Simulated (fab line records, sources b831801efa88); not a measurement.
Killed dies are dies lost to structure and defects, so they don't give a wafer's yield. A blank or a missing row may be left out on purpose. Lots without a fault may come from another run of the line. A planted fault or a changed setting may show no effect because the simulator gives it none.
fab line records | flow gf180mcu
record lots=5 wafers=15 last_day=34
route steps=602 shown DUAL_GATE@147 POLY_GATE@157 HV_LDD@176
lots that met no fault: from a run of the same line without faults
start_h: hours from the record's first day to the start of the lot's first wafer shown | wait_h: hours since the lot's step before | " the same as in the row above | L1.1+2: a row that stands for several wafers | - no value, or no start given | * or withheld: withheld | < > ~ a bound
route shown NAME@n: a module of which the file shows steps, and the number in the route of the first | usual: mean/standard deviation of fault-free wafers | same: alike in all rows | chamber/n: place in a boat | sites: the reading at each site | _std_site: their standard deviation | _edge_site: outer sites' mean less inner sites' | radius_mm: how far each site lies from the wafer's centre | mask NAME#n: copy n | behind: the tool/chamber that last shaped the wafer | hold: why the lot was held/for how many hours/how that ended | device: the transistor (n, p or np) that didn't switch | end of line: the same wafers' tests at the end of the route | a step without rows: its recipe alone | killed: dies lost to structure and defects at the first sort, not the wafer's yield | map: a wafer's dies, x killed, . not, _ none there
set.NAME: the setting as run; set.NAME@STEP: as run at that earlier step | model.NAME: the simulator's own value behind a step, which no gauge read
lots at some steps of the route; a table a step, a row a wafer
services: from which hour (start_h, from the record's first day; less than 0 if before it) a tool's chamber was out of use, for how many hours, and why
## steps
# step GF_DUAL_GATE_COAT_06
# recipe resist=NOVOLAK spin_rpm=3000 resist_thk_nm=1000
# columns lot.wafer tool chamber start_h wait_h
L081.1+3+4 litho_track-04 0 216.64 0.1
L086.1+2+3 litho_track-04 0 249.34 0.1
L092.2+4+6 litho_track-01 0 290.28 0.1
L095.1+3+6 litho_track-03 0 313.41 0.1
L096.1+2+5 litho_track-04 0 322.44 0.1
# step GF_DUAL_GATE_SOFTBAKE_07
# recipe temp_c=90 time_s=60 resist=NOVOLAK
# columns lot.wafer tool chamber start_h wait_h
L081.1+3+4 litho_track-04 0 216.79 0.1
L086.1+2+3 litho_track-04 0 249.49 0.1
L092.2+4+6 litho_track-01 0 290.43 0.1
L095.1+3+6 litho_track-03 0 313.56 0.1
L096.1+2+5 litho_track-04 0 322.59 0.1
# step GF_DUAL_GATE_EXPOSE_08
# recipe mask_id=Dualgate target_cd_nm=700 na=0.6 source_shape=conventional sigma_outer=0.6 dose_mj=140
# columns lot.wafer tool chamber start_h wait_h mask
L081.1+3+4 iline_stepper-02 0 - - Dualgate#0
L086.1+2+3 iline_stepper-02 0 - - Dualgate#0
L092.2+4+6 iline_stepper-02 0 - - Dualgate#0
L095.1+3+6 iline_stepper-01 0 - - Dualgate#0
L096.1+2+5 iline_stepper-01 0 - - Dualgate#0
# step GF_DUAL_GATE_PEB_09
# recipe temp_c=withheld time_s=* resist=NOVOLAK
# columns lot.wafer tool chamber start_h wait_h
L081.1+3+4 litho_track-01 0 - -
L086.1+2+3 litho_track-03 0 - -
L092.2+4+6 litho_track-04 0 - -
L095.1+3+6 litho_track-04 0 - -
L096.1+2+5 litho_track-04 0 - -
# step GF_DUAL_GATE_DEVELOP_10
# recipe develop_time_s=60 dev_temp_c=23
# same develop_time_s=60
# columns lot.wafer tool chamber start_h wait_h
L081.1+3+4 litho_track-01 0 225.21 0.1
L086.1+2+3 litho_track-03 0 258.81 0.1
L092.2+4+6 litho_track-04 0 300.06 0.1
L095.1+3+6 litho_track-04 0 324.14 0.1
L096.1+2+5 litho_track-04 0 332.84 0.1
# step GF_DUAL_GATE_OVL_MEAS_11
# usual DUAL_GATE_OVL=0.1/1.3
# columns lot.wafer tool chamber start_h wait_h DUAL_GATE_OVL[nm]
L081.1 overlay-02 - 225.36 0.1 0.1
L081.3 " - " " 1.4
L081.4 " - " " 1.9
L086.1 overlay-02 - 258.96 0.1 1.6
L086.2 " - " " 1.4
L086.3 " - " " -0.7
L092.2 overlay-01 - 300.19 0.1 0.5
L092.4 " - " " -1.0
L092.6 " - " " 0.3
L095.1 overlay-01 - 324.29 0.1 1.0
L095.3 " - " " 0.9
L095.6 " - " " 1.7
L096.1 overlay-02 - 332.99 0.1 0.7
L096.2 " - " " 0.0
L096.5 " - " " 1.4
# step GF_DUAL_GATE_WET_ETCH_12
# recipe chemistry=dHF target_depth_nm=13 dry=n2_spin target=SiO2 temp_c=25 dilution=100:1 time_s=260
# columns lot.wafer tool chamber start_h wait_h
L081.1+3+4 wet_bench-04 2 225.39 0.0
L086.1+2+3 wet_bench-04 1 259.00 0.0
L092.2+4+6 wet_bench-02 1 300.22 0.0
L095.1+3+6 wet_bench-04 1 324.32 0.0
L096.1+2+5 wet_bench-01 2 333.02 0.0
# step GF_DUAL_GATE_STRIP_13
# recipe chemistry=O2/N2 power_w=1400 pressure_mtorr=1500 platen_temp_c=250 o2_flow_sccm=3000 n2_flow_sccm=300 overash_fraction=0.5
# usual drypump_motor_current_A=5.41/0.21 heater_power_w=318/31 oes_product_au=0.716/0.0047 strip_time_to_endpoint_s=12.63/0.036
# columns lot.wafer tool chamber start_h wait_h drypump_motor_current_A heater_power_w oes_product_au rf_hours_counter_h strip_time_to_endpoint_s
L081.1 plasma_asher-04 0 225.47 0.0 5.68 306 0.709 58 12.62
L081.3 " 0 " " 5.67 310 0.717 - 12.62
L081.4 " 1 " " 5.26 276 0.710 - 12.63
L086.1 plasma_asher-01 1 259.08 0.0 5.49 374 0.718 60 12.60
L086.2 " 0 " " 5.64 301 0.718 60 12.61
L086.3 " 1 " " 5.50 373 0.714 - 12.61
L092.2 plasma_asher-01 1 300.30 0.0 5.45 368 0.709 64 12.62
L092.4 " 0 " " 5.63 303 0.708 - 12.64
L092.6 " 1 " " 5.51 372 0.713 - 12.63
L095.1 plasma_asher-04 0 324.40 0.0 5.66 303 0.714 69 12.58
L095.3 " 1 " " 5.28 284 0.715 - 12.62
L095.6 " 0 " " 5.66 302 0.701 - 12.64
L096.1 plasma_asher-04 0 333.10 0.0 5.69 305 0.719 70 12.60
L096.2 " 1 " " 5.26 284 0.720 70 12.60
L096.5 " 0 " " 5.68 317 0.720 - 12.57
# step GF_DUAL_GATE_CLEAN_14
# recipe chemistry=SC1/SC2 mix=1:4:20 temp_c=70 time_s=150 dry=n2_spin
# columns lot.wafer tool chamber start_h wait_h
L081.1+3+4 wet_bench-04 1 225.57 0.1
L086.1+2+3 wet_bench-02 3 259.18 0.1
L092.2+4+6 wet_bench-01 3 300.40 0.1
L095.1+3+6 wet_bench-02 3 324.50 0.1
L096.1+2+5 wet_bench-01 2 333.20 0.1
# step GF_DUAL_GATE_OXIDATION_15
# recipe temp_c=850 ambient=O2 stabilise_s=600 purge_s=300 target_thk_a=70.98 ox_time_s=1995
# columns lot.wafer tool chamber start_h wait_h
L081.1+3+4 furnace-02 0 225.67 0.0
L086.1+2+3 furnace-01 0 260.20 1.0
L092.2+4+6 furnace-01 0 300.61 0.1
L095.1+3+6 furnace-01 0 324.83 0.3
L096.1+2+5 furnace-01 0 333.75 0.5
# step GF_POLY_GATE_CVD_00
# recipe material=poly-Si target_thk_nm=200 temp_c=620 time_s=1200 pressure_mtorr=200
# columns lot.wafer tool chamber start_h wait_h
L081.1+3+4 lpcvd-02 0 227.93 0.7
L086.1+2+3 lpcvd-02 0 261.76 0.0
L092.2+4+6 lpcvd-02 0 302.16 0.0
L095.1+3+6 lpcvd-01 1 326.38 0.0
L096.1+2+5 lpcvd-02 1 335.30 0.0
# step GF_POLY_GATE_THK_MEAS_01
# recipe reads=poly-Si_of_POLY_GATE_CVD_00
# usual POLY_GATE_CVD_00_THK=200.4/1.8
# columns lot.wafer tool chamber start_h wait_h POLY_GATE_CVD_00_THK[nm]
L081.1 film_metro-03 - 229.27 0.0 199.6
L081.3 " - " " 201.4
L081.4 " - " " 202.2
L086.1 film_metro-04 - 263.09 0.0 202.9
L086.2 " - " " 202.3
L086.3 " - " " 201.8
L092.2 film_metro-01 - 303.50 0.0 200.2
L092.4 " - " " 199.8
L092.6 " - " " 200.4
L095.1 film_metro-03 - 327.72 0.0 201.0
L095.3 " - " " 201.0
L095.6 " - " " 200.5
L096.1 film_metro-03 - 336.64 0.0 202.5
L096.2 " - " " 200.9
L096.5 " - " " 202.8
# step GF_POLY_GATE_DEHYDRATE_02
# recipe temp_c=200 time_s=60
# columns lot.wafer tool chamber start_h wait_h
L081.1+3+4 litho_track-01 0 237.51 8.2
L086.1+2+3 litho_track-02 0 272.36 9.3
L092.2+4+6 litho_track-02 0 312.74 9.2
L095.1+3+6 litho_track-02 0 337.66 9.9
L096.1+2+5 litho_track-02 0 346.81 10.2
# step GF_POLY_GATE_HMDS_03
# recipe prime_time_s=60 prime_temp_c=120
# columns lot.wafer tool chamber start_h wait_h
L081.1+3+4 litho_track-01 0 237.66 0.1
L086.1+2+3 litho_track-02 0 272.51 0.1
L092.2+4+6 litho_track-02 0 312.89 0.1
L095.1+3+6 litho_track-02 0 337.81 0.1
L096.1+2+5 litho_track-02 0 346.96 0.1
# step GF_POLY_GATE_COAT_04
# recipe resist=BARC temp_c=withheld time_s=withheld spin_rpm=withheld resist_thk_nm=withheld
# columns lot.wafer tool chamber start_h wait_h
L081.1+3+4 litho_track-01 0 237.81 0.1
L086.1+2+3 litho_track-02 0 272.66 0.1
L092.2+4+6 litho_track-02 0 313.04 0.1
L095.1+3+6 litho_track-02 0 337.96 0.1
L096.1+2+5 litho_track-02 0 347.11 0.1
# step GF_POLY_GATE_COAT_05
# recipe resist=KrF spin_rpm=withheld resist_thk_nm=700
# columns lot.wafer tool chamber start_h wait_h
L081.1+3+4 litho_track-01 0 - -
L086.1+2+3 litho_track-02 0 - -
L092.2+4+6 litho_track-02 0 - -
L095.1+3+6 litho_track-02 0 - -
L096.1+2+5 litho_track-02 0 - -
# step GF_POLY_GATE_SOFTBAKE_06
# recipe temp_c=130.7 time_s=60 resist=KrF
# columns lot.wafer tool chamber start_h wait_h
L081.1+3+4 litho_track-01 0 - -
L086.1+2+3 litho_track-02 0 - -
L092.2+4+6 litho_track-02 0 - -
L095.1+3+6 litho_track-02 0 - -
L096.1+2+5 litho_track-02 0 - -
# step GF_POLY_GATE_EXPOSE_07
# recipe mask_id=Poly2 target_cd_nm=280 na=0.68 source_shape=conventional sigma_outer=0.6 dose_mj=28
# columns lot.wafer tool chamber start_h wait_h mask
L081.1+3+4 krf_scanner-02 0 - - Poly2#0
L086.1+2+3 krf_scanner-01 0 - - Poly2#0
L092.2+4+6 krf_scanner-01 0 - - Poly2#0
L095.1+3+6 krf_scanner-02 0 - - Poly2#0
L096.1+2+5 krf_scanner-01 0 - - Poly2#0
# step GF_POLY_GATE_PEB_08
# recipe peb_temp_c=135 peb_time_s=90 resist=KrF
# columns lot.wafer tool chamber start_h wait_h
L081.1+3+4 litho_track-01 0 - -
L086.1+2+3 litho_track-02 0 - -
L092.2+4+6 litho_track-03 0 - -
L095.1+3+6 litho_track-03 0 - -
L096.1+2+5 litho_track-02 0 - -
# step GF_POLY_GATE_DEVELOP_09
# recipe develop_time_s=60 resist=KrF dev_temp_c=21
# same develop_time_s=60
# columns lot.wafer tool chamber start_h wait_h
L081.1+3+4 litho_track-01 0 247.60 0.2
L086.1+2+3 litho_track-02 0 282.36 0.2
L092.2+4+6 litho_track-03 0 324.03 0.2
L095.1+3+6 litho_track-03 0 348.36 0.2
L096.1+2+5 litho_track-02 0 358.21 0.2
# step GF_POLY_GATE_CD_MEAS_10
# recipe target_cd_nm=280
# usual cd_nm=280.0/1
# columns lot.wafer tool chamber start_h wait_h cd_nm
L081.1 cd_sem-02 - 247.75 0.1 278.4
L081.3 " - " " 278.3
L081.4 " - " " 277.5
L086.1 cd_sem-02 - 282.51 0.1 278.5
L086.2 " - " " 278.3
L086.3 " - " " 278.4
L092.2 cd_sem-02 - 324.18 0.1 280.2
L092.4 " - " " 280.8
L092.6 " - " " 279.6
L095.1 cd_sem-01 - 348.51 0.1 280.6
L095.3 " - " " 280.2
L095.6 " - " " 279.9
L096.1 cd_sem-02 - 358.36 0.1 279.5
L096.2 " - " " 279.5
L096.5 " - " " 280.3
# step GF_POLY_GATE_OVL_MEAS_11
# usual POLY_GATE_OVL=1/6
# columns lot.wafer tool chamber start_h wait_h POLY_GATE_OVL[nm]
L081.1 overlay-02 - 247.87 0.1 13
L081.3 " - " " -1
L081.4 " - " " 2
L086.1 overlay-01 - 282.63 0.1 6
L086.2 " - " " -7
L086.3 " - " " 2
L092.2 overlay-02 - 324.28 0.1 2
L092.4 " - " " -7
L092.6 " - " " 4
L095.1 overlay-01 - 348.63 0.1 4
L095.3 " - " " 3
L095.6 " - " " 2
L096.1 overlay-01 - 358.48 0.1 7
L096.2 " - " " 6
L096.5 " - " " -4
# step GF_POLY_GATE_ETCH_12
# recipe chemistry=N2/H2 target_depth_a=withheld overetch_a=withheld time_s=withheld target=BARC ion_energy_ev=200 source_w=500 bias_w=100 pressure_mtorr=30 n2_flow_sccm=100 h2_flow_sccm=200
# usual drypump_motor_current_A=5.7/0.34 oes_product_au=0.735/0.0045 throttle_valve_pct=13.214/0.0089
# columns lot.wafer tool chamber start_h wait_h drypump_motor_current_A oes_product_au throttle_valve_pct
L081.1 rie_diel-03 3 247.91 0.0 5.5 0.734 13.209
L081.3 " 0 " " 5.5 0.733 13.220
L081.4 " 2 " " 5.0 0.743 13.221
L086.1 rie_diel-03 0 282.67 0.0 5.5 0.730 13.218
L086.2 " 1 " " 5.8 0.737 13.224
L086.3 " 2 " " 5.0 0.731 13.204
L092.2 rie_diel-01 0 324.31 0.0 5.6 0.735 13.213
L092.4 " 1 " " 5.8 0.740 13.213
L092.6 " 3 " " 6.3 0.732 13.224
L095.1 rie_diel-04 0 348.66 0.0 6.1 0.737 13.219
L095.3 " 3 " " 5.3 0.733 13.220
L095.6 " 1 " " 6.1 0.736 13.215
L096.1 rie_diel-03 1 358.52 0.0 5.8 0.729 13.217
L096.2 " 2 " " 5.0 0.728 13.218
L096.5 " 3 " " 5.6 0.733 13.225
# step GF_POLY_GATE_ETCH_13
# recipe target=poly-Si target_depth_nm=198.5 stop_on=SiO2 over_etch_frac=0.403 chemistry=HBr/Cl2 icp_w=400 bias_w=100 pressure_mtorr=10 HBr_flow_sccm=150 Cl2_flow_sccm=50 time_s=69.6
# usual drypump_motor_current_A=5.6/0.33 oes_product_au=0.989/0.009 throttle_valve_pct=33.685/0.0097
# columns lot.wafer tool chamber start_h wait_h drypump_motor_current_A oes_product_au rf_hours_counter_h throttle_valve_pct
L081.1 rie_si-02 2 247.96 - 5.8 0.973 5 33.699
L081.3 " 1 " " 5.7 0.979 32 33.671
L081.4 " 3 " " 5.4 0.990 91 33.686
L086.1 rie_si-02 3 282.72 - 5.4 0.993 92 33.691
L086.2 " 0 " " 5.4 1.000 66 33.681
L086.3 " 1 " " 5.8 0.992 32 33.683
L092.2 rie_si-02 1 324.36 - 5.8 0.989 32 33.693
L092.4 " 3 " " 5.4 0.989 92 33.674
L092.6 " 0 " " 5.4 0.990 - 33.690
L095.1 rie_si-01 0 348.71 - 5.3 1.006 11 33.681
L095.3 " 1 " " 6.5 1.005 0 33.692
L095.6 " 0 " " 5.3 1.007 - 33.684
L096.1 rie_si-02 2 358.57 - 5.8 0.979 6 33.702
L096.2 " 0 " " 5.4 0.990 67 33.685
L096.5 " 1 " " 5.8 0.992 - 33.704
# step GF_POLY_GATE_STRIP_14
# recipe chemistry=O2/N2 power_w=1400 pressure_mtorr=1500 platen_temp_c=250 o2_flow_sccm=3000 n2_flow_sccm=300 overash_fraction=0.5
# usual drypump_motor_current_A=5.52/0.27 heater_power_w=332/31 oes_product_au=0.504/0.0043
# columns lot.wafer tool chamber start_h wait_h drypump_motor_current_A heater_power_w oes_product_au rf_hours_counter_h
L081.1 plasma_asher-02 0 248.02 0.0 5.93 323 0.506 14
L081.3 " 1 " " 6.04 369 0.499 -
L081.4 " 0 " " 5.95 327 0.505 -
L086.1 plasma_asher-03 0 282.77 0.0 5.23 348 0.510 48
L086.2 " 1 " " 5.16 308 0.503 48
L086.3 " 1 " " 5.16 308 0.498 -
L092.2 plasma_asher-01 0 324.42 0.0 5.64 296 0.503 67
L092.4 " 1 " " 5.49 367 0.505 -
L092.6 " 1 " " 5.52 371 0.505 -
L095.1 plasma_asher-03 1 348.77 0.0 5.10 302 0.501 55
L095.3 " 1 " " 5.09 315 0.509 -
L095.6 " 0 " " 5.24 333 0.506 -
L096.1 plasma_asher-01 1 358.62 0.0 5.46 373 0.500 70
L096.2 " 0 " " 5.64 299 0.511 70
L096.5 " 0 " " 5.63 292 0.504 -
# step GF_POLY_GATE_CLEAN_15
# recipe chemistry=SC1/SC2 mix=1:4:20 temp_c=70 time_s=150 dry=n2_spin
# columns lot.wafer tool chamber start_h wait_h
L081.1+3+4 wet_bench-01 3 248.12 0.1
L086.1+2+3 wet_bench-01 3 282.87 0.1
L092.2+4+6 wet_bench-04 1 324.52 0.1
L095.1+3+6 wet_bench-03 1 348.87 0.1
L096.1+2+5 wet_bench-01 2 358.72 0.1
# step GF_POLY_GATE_OXIDATION_16
# recipe temp_c=850 ambient=O2 stabilise_s=600 purge_s=300 target_thk_a=40 ox_time_s=899
# columns lot.wafer tool chamber start_h wait_h
L081.1+3+4 furnace-01 0 248.33 0.2
L086.1+2+3 furnace-01 0 282.92 0.0
L092.2+4+6 furnace-02 0 325.10 0.5
L095.1+3+6 furnace-02 0 349.06 0.1
L096.1+2+5 furnace-01 0 358.77 0.0
# step GF_POLY_GATE_THK_MEAS_17
# recipe reads=SiO2_of_POLY_GATE_OXIDATION_16
# usual POLY_GATE_OXIDATION_THK=3.97/0.084
# columns lot.wafer tool chamber start_h wait_h POLY_GATE_OXIDATION_THK[nm]
L081.1 film_metro-01 - 249.58 0.0 4.00
L081.3 " - " " 3.95
L081.4 " - " " 3.93
L086.1 film_metro-04 - 284.17 0.0 4.07
L086.2 " - " " 4.07
L086.3 " - " " 4.12
L092.2 film_metro-04 - 326.36 0.0 4.04
L092.4 " - " " 3.96
L092.6 " - " " 3.93
L095.1 film_metro-04 - 350.31 0.0 3.91
L095.3 " - " " 4.04
L095.6 " - " " 4.05
L096.1 film_metro-03 - 360.02 0.0 3.97
L096.2 " - " " 4.05
L096.5 " - " " 4.04
# step GF_POLY_GATE_CD_MEAS_18
# usual cd_nm=280.0/1.8
# columns lot.wafer tool chamber start_h wait_h cd_nm
L081.1 cd_sem-01 - 249.64 0.1 279.5
L081.3 " - " " 275.5
L081.4 " - " " 279.0
L086.1 cd_sem-02 - 284.23 0.1 277.7
L086.2 " - " " 281.0
L086.3 " - " " 277.9
L092.2 cd_sem-01 - 326.44 0.1 278.2
L092.4 " - " " 280.4
L092.6 " - " " 280.6
L095.1 cd_sem-01 - 350.37 0.1 280.2
L095.3 " - " " 280.7
L095.6 " - " " 281.1
L096.1 cd_sem-02 - 360.08 0.1 280.4
L096.2 " - " " 280.7
L096.5 " - " " 280.1
# step GF_HV_LDD_DEHYDRATE_00
# recipe temp_c=200 time_s=60
# columns lot.wafer tool chamber start_h wait_h
L081.1+3+4 litho_track-04 0 258.59 8.9
L086.1+2+3 litho_track-03 0 294.11 9.8
L092.2+4+6 litho_track-04 0 336.06 9.6
L095.1+3+6 litho_track-04 0 360.79 10.4
L096.1+2+5 litho_track-03 0 370.91 10.8
# step GF_HV_LDD_HMDS_01
# recipe prime_time_s=60 prime_temp_c=120
# columns lot.wafer tool chamber start_h wait_h
L081.1+3+4 litho_track-04 0 258.74 0.1
L086.1+2+3 litho_track-03 0 294.26 0.1
L092.2+4+6 litho_track-04 0 336.21 0.1
L095.1+3+6 litho_track-04 0 360.94 0.1
L096.1+2+5 litho_track-03 0 371.06 0.1
# step GF_HV_LDD_COAT_02
# recipe resist=NOVOLAK spin_rpm=3000 resist_thk_nm=1000
# columns lot.wafer tool chamber start_h wait_h
L081.1+3+4 litho_track-04 0 258.89 0.1
L086.1+2+3 litho_track-03 0 294.41 0.1
L092.2+4+6 litho_track-04 0 336.36 0.1
L095.1+3+6 litho_track-04 0 361.09 0.1
L096.1+2+5 litho_track-03 0 371.21 0.1
# step GF_HV_LDD_SOFTBAKE_03
# recipe temp_c=90 time_s=60 resist=NOVOLAK
# columns lot.wafer tool chamber start_h wait_h
L081.1+3+4 litho_track-04 0 259.04 0.1
L086.1+2+3 litho_track-03 0 294.56 0.1
L092.2+4+6 litho_track-04 0 336.51 0.1
L095.1+3+6 litho_track-04 0 361.24 0.1
L096.1+2+5 litho_track-03 0 371.36 0.1
# step GF_HV_LDD_EXPOSE_04
# recipe mask_id=Nplus_LV_AREA target_cd_nm=400 na=0.6 source_shape=conventional sigma_outer=0.6 dose_mj=140
# columns lot.wafer tool chamber start_h wait_h mask
L081.1+3+4 iline_stepper-01 0 - - Nplus_LV_AREA#0
L086.1+2+3 iline_stepper-01 0 - - Nplus_LV_AREA#0
L092.2+4+6 iline_stepper-02 0 - - Nplus_LV_AREA#0
L095.1+3+6 iline_stepper-01 0 - - Nplus_LV_AREA#0
L096.1+2+5 iline_stepper-02 0 - - Nplus_LV_AREA#0
# step GF_HV_LDD_PEB_05
# recipe temp_c=withheld time_s=* resist=NOVOLAK
# columns lot.wafer tool chamber start_h wait_h
L081.1+3+4 litho_track-04 0 - -
L086.1+2+3 litho_track-02 0 - -
L092.2+4+6 litho_track-04 0 - -
L095.1+3+6 litho_track-03 0 - -
L096.1+2+5 litho_track-03 0 - -
# step GF_HV_LDD_DEVELOP_06
# recipe develop_time_s=60 dev_temp_c=23
# same develop_time_s=60
# columns lot.wafer tool chamber start_h wait_h
L081.1+3+4 litho_track-04 0 268.59 0.1
L086.1+2+3 litho_track-02 0 304.46 0.1
L092.2+4+6 litho_track-04 0 347.01 0.1
L095.1+3+6 litho_track-03 0 372.61 0.1
L096.1+2+5 litho_track-03 0 381.81 0.1
# step GF_HV_LDD_CD_MEAS_07
# recipe target_cd_nm=400
# usual cd_nm=400.3/1.8
# columns lot.wafer tool chamber start_h wait_h cd_nm
L081.1 cd_sem-01 - 268.74 0.1 403.0
L081.3 " - " " 401.7
L081.4 " - " " 404.4
L086.1 cd_sem-01 - 304.61 0.1 402.7
L086.2 " - " " 402.5
L086.3 " - " " 403.7
L092.2 cd_sem-02 - 347.16 0.1 397.8
L092.4 " - " " 397.7
L092.6 " - " " 397.2
L095.1 cd_sem-02 - 372.76 0.1 400.6
L095.3 " - " " 399.0
L095.6 " - " " 399.8
L096.1 cd_sem-01 - 381.96 0.1 401.0
L096.2 " - " " 401.2
L096.5 " - " " 400.9
# step GF_HV_LDD_OVL_MEAS_08
# usual HV_LDD_OVL=-0.3/1.2
# columns lot.wafer tool chamber start_h wait_h HV_LDD_OVL[nm]
L081.1 overlay-02 - 268.86 0.1 0.5
L081.3 " - " " 1.9
L081.4 " - " " 1.3
L086.1 overlay-01 - 304.73 0.1 -1.5
L086.2 " - " " -0.3
L086.3 " - " " -1.6
L092.2 overlay-02 - 347.26 0.1 -1.0
L092.4 " - " " -1.2
L092.6 " - " " -0.8
L095.1 overlay-02 - 372.88 0.1 -1.2
L095.3 " - " " -1.1
L095.6 " - " " -0.2
L096.1 overlay-02 - 382.08 0.1 0.1
L096.2 " - " " -0.5
L096.5 " - " " -0.6
# step GF_HV_LDD_IMPLANT_09
# recipe species=As energy_kev=40 dose_cm2=1e+14 tilt_deg=7
# columns lot.wafer tool chamber start_h wait_h
L081.1+3+4 implanter-04 0 268.89 0.0
L086.1+2+3 implanter-02 0 304.77 0.0
L092.2+4+6 implanter-02 0 347.32 0.0
L095.1+3+6 implanter-04 0 372.91 0.0
L096.1+2+5 implanter-04 0 382.11 0.0
# step GF_HV_LDD_STRIP_10
# recipe chemistry=O2/N2 power_w=1400 pressure_mtorr=1500 platen_temp_c=250 o2_flow_sccm=3000 n2_flow_sccm=300 overash_fraction=0.5
# usual drypump_motor_current_A=5.6/0.34 heater_power_w=319/30 oes_product_au=0.715/0.0041 strip_time_to_endpoint_s=12.62/0.033
# columns lot.wafer tool chamber start_h wait_h drypump_motor_current_A heater_power_w oes_product_au rf_hours_counter_h strip_time_to_endpoint_s
L081.1 plasma_asher-04 1 269.04 0.1 5.3 278 0.714 63 12.58
L081.3 " 1 " " 5.3 282 0.715 - 12.63
L081.4 " 0 " " 5.7 299 0.718 - 12.58
L086.1 plasma_asher-02 0 304.92 0.1 5.9 324 0.720 20 12.67
L086.2 " 1 " " 6.1 370 0.707 20 12.65
L086.3 " 1 " " 6.0 357 0.707 - 12.66
L092.2 plasma_asher-04 1 347.44 0.1 5.3 277 0.719 72 12.67
L092.4 " 1 " " 5.3 272 0.713 - 12.64
L092.6 " 0 " " 5.7 303 0.717 - 12.67
L095.1 plasma_asher-04 0 373.06 0.1 5.7 303 0.712 74 12.64
L095.3 " 1 " " 5.3 280 0.713 - 12.66
L095.6 " 0 " " 5.7 317 0.713 - 12.66
L096.1 plasma_asher-02 0 382.26 0.1 5.9 328 0.718 27 12.57
L096.2 " 1 " " 6.0 371 0.724 27 12.61
L096.5 " 0 " " 5.9 328 0.716 - 12.63
# step GF_HV_LDD_TW_MEAS_11
# usual HV_LDD_TW=2424/35
# columns lot.wafer tool chamber start_h wait_h HV_LDD_TW
L081.1 film_metro-03 - 269.14 0.1 2455
L081.3 " - " " 2473
L081.4 " - " " 2469
L086.1 film_metro-03 - 305.02 0.1 2442
L086.2 " - " " 2447
L086.3 " - " " 2434
L092.2 film_metro-01 - 347.55 0.1 2420
L092.4 " - " " 2419
L092.6 " - " " 2410
L095.1 film_metro-01 - 373.16 0.1 2404
L095.3 " - " " 2395
L095.6 " - " " 2412
L096.1 film_metro-01 - 382.36 0.1 2392
L096.2 " - " " 2407
L096.5 " - " " 2415
# step GF_HV_LDD_DEHYDRATE_12
# recipe temp_c=200 time_s=60
# columns lot.wafer tool chamber start_h wait_h
L081.1+3+4 litho_track-02 0 278.11 9.0
L086.1+2+3 litho_track-04 0 315.14 10.1
L092.2+4+6 litho_track-04 0 357.61 10.0
L095.1+3+6 litho_track-02 0 383.16 10.0
L096.1+2+5 litho_track-04 0 392.99 10.6
# step GF_HV_LDD_HMDS_13
# recipe prime_time_s=60 prime_temp_c=120
# columns lot.wafer tool chamber start_h wait_h
L081.1+3+4 litho_track-02 0 278.26 0.1
L086.1+2+3 litho_track-04 0 315.29 0.1
L092.2+4+6 litho_track-04 0 357.76 0.1
L095.1+3+6 litho_track-02 0 383.31 0.1
L096.1+2+5 litho_track-04 0 393.14 0.1
# step GF_HV_LDD_COAT_14
# recipe resist=NOVOLAK spin_rpm=3000 resist_thk_nm=1015
# columns lot.wafer tool chamber start_h wait_h
L081.1+3+4 litho_track-02 0 278.41 0.1
L086.1+2+3 litho_track-04 0 315.44 0.1
L092.2+4+6 litho_track-04 0 357.91 0.1
L095.1+3+6 litho_track-02 0 383.46 0.1
L096.1+2+5 litho_track-04 0 393.29 0.1
# step GF_HV_LDD_SOFTBAKE_15
# recipe temp_c=90 time_s=60 resist=NOVOLAK
# columns lot.wafer tool chamber start_h wait_h
L081.1+3+4 litho_track-02 0 278.56 0.1
L086.1+2+3 litho_track-04 0 315.59 0.1
L092.2+4+6 litho_track-04 0 358.06 0.1
L095.1+3+6 litho_track-02 0 383.61 0.1
L096.1+2+5 litho_track-04 0 393.44 0.1
# step GF_HV_LDD_EXPOSE_16
# recipe mask_id=Pplus_LV_AREA target_cd_nm=400 na=0.6 source_shape=conventional sigma_outer=0.6 dose_mj=140
# columns lot.wafer tool chamber start_h wait_h mask
L081.1+3+4 iline_stepper-02 0 - - Pplus_LV_AREA#0
L086.1+2+3 iline_stepper-02 0 - - Pplus_LV_AREA#0
L092.2+4+6 iline_stepper-02 0 - - Pplus_LV_AREA#0
L095.1+3+6 iline_stepper-02 0 - - Pplus_LV_AREA#0
L096.1+2+5 iline_stepper-01 0 - - Pplus_LV_AREA#0
# step GF_HV_LDD_PEB_17
# recipe temp_c=withheld time_s=* resist=NOVOLAK
# columns lot.wafer tool chamber start_h wait_h
L081.1+3+4 litho_track-04 0 - -
L086.1+2+3 litho_track-04 0 - -
L092.2+4+6 litho_track-02 0 - -
L095.1+3+6 litho_track-04 0 - -
L096.1+2+5 litho_track-04 0 - -
# step GF_HV_LDD_DEVELOP_18
# recipe develop_time_s=60 dev_temp_c=23
# same develop_time_s=60
# columns lot.wafer tool chamber start_h wait_h
L081.1+3+4 litho_track-04 0 288.69 0.1
L086.1+2+3 litho_track-04 0 325.74 0.1
L092.2+4+6 litho_track-02 0 369.13 0.1
L095.1+3+6 litho_track-04 0 394.94 0.1
L096.1+2+5 litho_track-04 0 404.84 0.1
# step GF_HV_LDD_CD_MEAS_19
# recipe target_cd_nm=400
# usual cd_nm=398.5/2.7
# columns lot.wafer tool chamber start_h wait_h cd_nm
L081.1 cd_sem-01 - 288.84 0.1 395.5
L081.3 " - " " 396.1
L081.4 " - " " 393.4
L086.1 cd_sem-01 - 325.89 0.1 396.5
L086.2 " - " " 395.1
L086.3 " - " " 394.5
L092.2 cd_sem-01 - 369.28 0.1 400.1
L092.4 " - " " 398.0
L092.6 " - " " 399.3
L095.1 cd_sem-01 - 395.09 0.1 397.0
L095.3 " - " " 396.1
L095.6 " - " " 396.0
L096.1 cd_sem-01 - 404.99 0.1 397.3
L096.2 " - " " 398.8
L096.5 " - " " 398.1
## services
# columns tool chamber start_h hours kind
rie_si-02 1 193.05 2.9 repair
lpcvd-02 - 195.14 0.7 repair
krf_scanner-01 - 195.43 0.5 repair
iline_stepper-02 - 201.12 1.7 pm
rie_diel-03 - 205.79 1.7 repair
krf_scanner-01 - 208.11 1.0 pm
furnace-02 - 218.15 3.1 repair
furnace-02 - 235.33 3.3 pm
rie_si-02 3 237.30 5.8 repair
krf_scanner-01 - 239.82 1.3 pm
furnace-02 - 246.68 5.1 pm
rie_si-02 - 257.30 10.0 pm
lpcvd-02 - 266.28 6.0 pm
iline_stepper-01 - 270.40 1.7 pm
rie_diel-03 1 284.94 18.4 repair
furnace-01 - 294.81 3.3 pm
implanter-04 - 302.57 6.9 repair
rie_si-02 - 305.11 2.8 pm
plasma_asher-02 - 314.92 15.1 repair
krf_scanner-01 - 322.06 0.8 pm
plasma_asher-01 - 327.32 5.5 repair
lpcvd-02 - 340.29 6.1 pm
iline_stepper-02 - 359.51 5.1 repair
plasma_asher-04 - 380.97 0.8 repair
## key
fault none
